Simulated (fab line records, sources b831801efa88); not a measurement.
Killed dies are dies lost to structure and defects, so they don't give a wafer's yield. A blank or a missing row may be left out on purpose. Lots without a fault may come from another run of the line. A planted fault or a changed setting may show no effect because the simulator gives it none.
Tool commonality check | flow gf180mcu | 11 lots, 33 wafers sampled

WHY IT WAS OPENED
At GF_MVPSD_TW_MEAS_11 the reading MVPSD_TW is flagged on 1 of 11 lots. Wafers without a fault read 556.1, standard deviation 2.5.
Rule: a lot is flagged when every wafer of it that has a number lies more than 4 standard deviations from that mean, or none has a number. The other lots count as sound.

lot  | measured     | on            | MVPSD_TW, wafer by wafer | flag
L678 | day 5 14:59  | film_metro-03 | 549.2 553.9 554.6        |
L679 | day 5 22:14  | film_metro-03 | 552.8 552.8 552.6        |
L682 | day 6 15:53  | film_metro-03 | 559.8 556.9 557.1        |
L684 | day 7 01:57  | film_metro-03 | 555.4 554.5 553.9        |
L686 | day 7 13:57  | film_metro-01 | 558.6 556.4 557.3        |
L687 | day 7 19:40  | film_metro-03 | 557.5 552.4 554.8        |
L688 | day 8 01:02  | film_metro-01 | 555.0 559.3 560.8        |
L694 | day 9 13:01  | film_metro-02 | 30.1 30.2 30.1           | FLAGGED
L697 | day 10 08:18 | film_metro-01 | 558.6 559.6 556.3        |
L698 | day 10 13:08 | film_metro-01 | 554.2 555.3 554.3        |
L699 | day 10 23:13 | film_metro-02 | 554.8 555.0 558.6        |
The numbers of the flagged lots are 30.1 on average: -526.0 against the usual, or -99 or more standard deviations.

WHICH TOOL RAN EACH LOT
The record holds 3 process steps before the reading, out of a route of 602 steps. In each cell: the tool, then ch and the chambers that the sampled wafers went through, then the start.
lot  | flag    | GF_STI_ETCH_14                  | GF_LVPWELL_STRIP_10                 | GF_MVPSD_EXPOSE_04
L678 |         | rie_si-01 ch 1,3, day 2 12:01   | plasma_asher-01 ch 0,1, day 4 10:25 | iline_stepper-02 ch 0, day 5 08:01
L679 |         | rie_si-02 ch 0,1,2, day 2 17:12 | plasma_asher-02 ch 0,1, day 4 16:49 | iline_stepper-01 ch 0, day 5 14:19
L682 |         | rie_si-02 ch 2,3, day 3 10:20   | plasma_asher-01 ch 0,1, day 5 09:19 | iline_stepper-02 ch 0, day 6 07:46
L684 |         | rie_si-01 ch 1,2, day 3 20:09   | plasma_asher-02 ch 0,1, day 5 19:19 | iline_stepper-02 ch 0, day 6 17:40
L686 |         | rie_si-01 ch 0,3, day 4 06:12   | plasma_asher-02 ch 0,1, day 6 06:23 | iline_stepper-02 ch 0, day 7 06:02
L687 |         | rie_si-01 ch 0,2,3, day 4 11:12 | plasma_asher-02 ch 0,1, day 6 11:43 | iline_stepper-02 ch 0, day 7 11:13
L688 |         | rie_si-02 ch 0,1, day 4 14:54   | plasma_asher-03 ch 0,1, day 6 16:11 | iline_stepper-01 ch 0, day 7 16:32
L694 | FLAGGED | rie_si-02 ch 0,2,3, day 5 22:29 | plasma_asher-02 ch 0,1, day 8 02:22 | iline_stepper-01 ch 0, day 9 04:13
L697 |         | rie_si-01 ch 2,3, day 6 13:13   | plasma_asher-03 ch 0, day 8 21:17   | iline_stepper-01 ch 0, day 9 22:53
L698 |         | rie_si-02 ch 0,1,3, day 6 18:37 | plasma_asher-03 ch 0, day 9 01:44   | iline_stepper-02 ch 0, day 10 04:26
L699 |         | rie_si-01 ch 0,1,2, day 7 02:10 | plasma_asher-02 ch 0,1, day 9 10:46 | iline_stepper-02 ch 0, day 10 13:48
What these steps do:
- GF_STI_ETCH_14: etches Si in HBr/Cl2/O2, target depth 360 nm, time 102.9 s.
- GF_LVPWELL_STRIP_10: strips in O2/N2.
- GF_MVPSD_EXPOSE_04: exposes mask MVPSD, target cd 1000 nm.
- GF_MVPSD_TW_MEAS_11

FLAGGED OVER TOTAL, TOOL BY TOOL (the gauges that took the reading come last)
step                | tool             | lots run | flagged | share of the flagged lots | sound lots run after its first flagged lot
GF_STI_ETCH_14      | rie_si-01        | 6        | 0       | none                      | -
GF_STI_ETCH_14      | rie_si-02        | 5        | 1       | all                       | 1 (L698)
GF_LVPWELL_STRIP_10 | plasma_asher-01  | 2        | 0       | none                      | -
GF_LVPWELL_STRIP_10 | plasma_asher-02  | 6        | 1       | all                       | 1 (L699)
GF_LVPWELL_STRIP_10 | plasma_asher-03  | 3        | 0       | none                      | -
GF_MVPSD_EXPOSE_04  | iline_stepper-01 | 4        | 1       | all                       | 1 (L697)
GF_MVPSD_EXPOSE_04  | iline_stepper-02 | 7        | 0       | none                      | -
GF_MVPSD_TW_MEAS_11 | film_metro-01    | 4        | 0       | none                      | -
GF_MVPSD_TW_MEAS_11 | film_metro-02    | 2        | 1       | all                       | 1 (L699)
GF_MVPSD_TW_MEAS_11 | film_metro-03    | 5        | 0       | none                      | -

WHAT THE TABLE ALLOWS
4 rows of the table ran every flagged lot: rie_si-02 at GF_STI_ETCH_14, plasma_asher-02 at GF_LVPWELL_STRIP_10, iline_stepper-01 at GF_MVPSD_EXPOSE_04, film_metro-02 at GF_MVPSD_TW_MEAS_11.
- rie_si-02 at GF_STI_ETCH_14: 1 of its 5 lots flagged. Sound lots ran on it after the first flagged one (L698), which a lasting fault on the whole tool wouldn't allow.
- plasma_asher-02 at GF_LVPWELL_STRIP_10: 1 of its 6 lots flagged. Sound lots ran on it after the first flagged one (L699), which a lasting fault on the whole tool wouldn't allow.
- iline_stepper-01 at GF_MVPSD_EXPOSE_04: 1 of its 4 lots flagged. Sound lots ran on it after the first flagged one (L697), which a lasting fault on the whole tool wouldn't allow.
- film_metro-02 at GF_MVPSD_TW_MEAS_11: 1 of its 2 lots flagged. Sound lots ran on it after the first flagged one (L699), which a lasting fault on the whole tool wouldn't allow.
No row of the table ran every flagged lot and no sound lot after the first.

WHAT THE SIMULATOR HAD PUT IN
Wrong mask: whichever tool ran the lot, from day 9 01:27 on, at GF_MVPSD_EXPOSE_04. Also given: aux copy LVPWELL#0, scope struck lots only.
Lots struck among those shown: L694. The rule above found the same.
